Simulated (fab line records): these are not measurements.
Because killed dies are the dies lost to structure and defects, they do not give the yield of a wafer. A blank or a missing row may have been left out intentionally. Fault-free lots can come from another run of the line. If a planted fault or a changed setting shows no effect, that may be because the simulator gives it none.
Chamber matching :: flow gf180mcu :: GF_V3_CMP_26 on cmp-02: 4 sister chambers
The step polishes, stops on SiO2, t overpolish 15 s, target thk 0 nm. 8 wafers are shown with their chamber, then 8 later ones without.

## WAFERS PAIRED WITH THEIR CHAMBERS
wafer: L630.2
chamber: 1
time-to-endpoint-s (s): 88
motor-current-A (A): 11.5

wafer: L633.2
chamber: 3
time-to-endpoint-s (s): 80
motor-current-A (A): 11.0

wafer: L633.3
chamber: 0
time-to-endpoint-s (s): 85
motor-current-A (A): 10.5

wafer: L633.6
chamber: 2
time-to-endpoint-s (s): 88
motor-current-A (A): 10.8

wafer: L634.2
chamber: 1
time-to-endpoint-s (s): 89
motor-current-A (A): 11.8

wafer: L634.4
chamber: 0
time-to-endpoint-s (s): 88
motor-current-A (A): 11.3

wafer: L634.6
chamber: 2
time-to-endpoint-s (s): 90
motor-current-A (A): 10.2

wafer: L637.3
chamber: 3
time-to-endpoint-s (s): 78
motor-current-A (A): 11.1

## WAFERS WHOSE CHAMBER IS MISSING
wafer: L637.4
time-to-endpoint-s (s): 86
motor-current-A (A): 10.9

wafer: L637.5
time-to-endpoint-s (s): 83
motor-current-A (A): 10.4

wafer: L642.2
time-to-endpoint-s (s): 87
motor-current-A (A): 11.1

wafer: L642.3
time-to-endpoint-s (s): 88
motor-current-A (A): 11.6

wafer: L642.5
time-to-endpoint-s (s): 91
motor-current-A (A): 11.1

wafer: L648.2
time-to-endpoint-s (s): 82
motor-current-A (A): 11.3

wafer: L648.3
time-to-endpoint-s (s): 89
motor-current-A (A): 12.2

wafer: L648.6
time-to-endpoint-s (s): 90
motor-current-A (A): 10.4

## CHAMBER TAKEN BY EACH
wafer: L637.4
from the rows above: can't be placed: 0 or 2
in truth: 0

wafer: L637.5
from the rows above: can't be placed: 0 or 3 or 2
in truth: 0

wafer: L642.2
from the rows above: can't be placed: 0 or 1 or 2
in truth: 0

wafer: L642.3
from the rows above: can't be placed: 1 or 0
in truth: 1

wafer: L642.5
from the rows above: can't be placed: 2 or 1 or 0
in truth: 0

wafer: L648.2
from the rows above: can't be placed: 3 or 0
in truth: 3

wafer: L648.3
from the rows above: 1
in truth: 1

wafer: L648.6
from the rows above: can't be placed: 2 or 0
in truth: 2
Correctly placed: 1 of 8. These rows do not allow placing 7 (true chamber among the candidates in 7). Placed wrongly: 0.
How it was worked out, from the rows above alone: a wafer's distance from a chamber is the root of the sum, over the readings, of the square of ((its reading less the chamber's mean) divided by the reading's scatter). The wafer belongs to the nearest chamber; if the next one is less than 2 further off, it can't be placed. Each chamber's mean is taken over the wafers shown for it. The scatter: take each reading less its chamber's mean, square it, sum over the shown wafers, divide by the number of wafers less the number of chambers, and take the root.
